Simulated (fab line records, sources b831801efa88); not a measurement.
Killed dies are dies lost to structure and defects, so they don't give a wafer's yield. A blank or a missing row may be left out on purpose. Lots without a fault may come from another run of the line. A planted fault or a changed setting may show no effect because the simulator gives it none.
Chamber matching | flow sky130 | SKY_FIELD_ISO_ETCH_17 on rie_si-01: 4 sister chambers
The step etches Si in HBr/Cl2/O2, target depth 342 nm, time 97.7 s. 14 wafers are shown with their chamber, then 6 later ones without.

WAFERS WITH THEIR CHAMBER
wafer  | chamber | drypump_motor_current_A (A) | run_length_s (s) | oes_product_au (a.u.)
L672.2 | 2       | 6.2                         | 125.6            | 1.034
L672.3 | 3       | 6.6                         | 126.4            | 1.007
L672.4 | 0       | 5.3                         | 125.8            | 1.020
L675.2 | 0       | 5.3                         | 125.7            | 0.997
L675.3 | 3       | 6.7                         | 126.7            | 1.008
L675.6 | 2       | 6.2                         | 125.4            | 1.021
L676.3 | 3       | 6.6                         | 126.6            | 1.008
L676.4 | 0       | 5.3                         | 126.3            | 1.027
L676.5 | 1       | 5.3                         | 126.7            | 0.992
L677.1 | 0       | 5.3                         | 125.9            | 1.002
L677.2 | 1       | 5.3                         | 126.4            | 0.985
L677.4 | 3       | 6.6                         | 126.7            | 0.995
L681.1 | 1       | 5.3                         | 126.3            | 0.980
L681.2 | 3       | 6.6                         | 126.7            | 1.010

SIGNATURES (means of the wafers above)
reading                 | chamber 0 | chamber 1 | chamber 2 | chamber 3 | scatter within a chamber
drypump_motor_current_A | 5.300     | 5.300     | 6.200     | 6.620     | 0.0283
run_length_s            | 125.925   | 126.467   | 125.500   | 126.620   | 0.195
oes_product_au          | 1.01150   | 0.98567   | 1.02750   | 1.00560   | 0.00957
Rule: a wafer's distance from a chamber is the root of the sum, over the readings, of the square of ((its reading less the chamber's mean) divided by the reading's scatter). The wafer belongs to the nearest chamber; if the next one is less than 2 further off, it can't be placed. The scatter: the root of (the sum of the squares of (reading less its chamber's mean) over the shown wafers, divided by (wafers less chambers)).

WAFERS WITHOUT THEIR CHAMBER
wafer  | drypump_motor_current_A (A) | run_length_s (s) | oes_product_au (a.u.)
L682.2 | 6.6                         | 126.6            | 1.006
L682.6 | 5.3                         | 126.2            | 1.017
L683.1 | 5.3                         | 126.3            | 0.980
L683.6 | 5.3                         | 126.9            | 0.996
L684.1 | 6.3                         | 125.7            | 1.030
L684.2 | 6.6                         | 126.7            | 1.012

WHICH CHAMBER EACH WENT THROUGH
wafer  | from the rows above | in truth
L682.2 | 3                   | 3
L682.6 | 0                   | 0
L683.1 | 1                   | 1
L683.6 | 1                   | 1
L684.1 | 2                   | 2
L684.2 | 3                   | 3
Placed correctly: 6 of 6. Can't be placed from these rows: 0. Placed wrongly: 0.
